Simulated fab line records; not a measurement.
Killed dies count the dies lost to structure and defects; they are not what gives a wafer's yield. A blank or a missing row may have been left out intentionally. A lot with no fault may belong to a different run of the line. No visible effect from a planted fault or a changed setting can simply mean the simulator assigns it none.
Matching of chambers ; flow sfq_line ; 4 sister chambers for SFQ_TRILAYER_A5B_CMP_CMP_130 on cmp-01
The step polishes, stops on Nb, target thk 340.7 nm. 8 wafers are shown with their chamber, then 9 later ones without.

## WAFERS, EACH WITH ITS CHAMBER
wafer;chamber;motor_current_A (A);slurry_flow_ml_min
L910.5;3;10.2;150.4
L912.3;0;8.7;150.2
L913.1;3;10.2;150.3
L913.2;2;9.1;149.8
L913.3;1;9.3;150.2
L916.3;2;9.0;149.8
L916.4;1;8.7;150.3
L916.6;0;8.7;150.1

## WAFERS WITHOUT THEIR CHAMBER
wafer;motor_current_A (A);slurry_flow_ml_min
L925.2;8.8;150.4
L925.4;9.3;150.1
L925.6;10.1;150.0
L926.2;9.2;149.9
L926.1;9.4;149.9
L926.6;9.1;150.0
L927.1;9.0;150.1
L927.2;10.2;150.2
L927.6;9.3;150.3

## EACH ONE'S CHAMBER
wafer;from the rows above;in truth
L925.2;can't be placed: 1 or 0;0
L925.4;can't be placed: 1 or 0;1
L925.6;can't be placed: 3 or 2 or 1 or 0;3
L926.2;2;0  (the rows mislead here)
L926.1;2;2
L926.6;can't be placed: 0 or 2 or 1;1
L927.1;can't be placed: 0 or 1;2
L927.2;3;3
L927.6;1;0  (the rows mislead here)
Placed correctly: 2 of 9. Cannot be placed on the basis of these rows: 5; the candidates contain the true chamber in 4. Number placed wrongly: 2.
How it was worked out, from the rows above alone: a wafer's distance from a chamber is the root of the sum, over the readings, of the square of ((its reading less the chamber's mean) divided by the reading's scatter). The wafer belongs to the nearest chamber; if the next one is less than 2 further off, it can't be placed. A chamber's mean is the mean of its shown wafers. How the scatter is found: for the shown wafers, subtract from each reading the mean of its chamber, square and add these, divide the total by (wafers less chambers), then take the root.
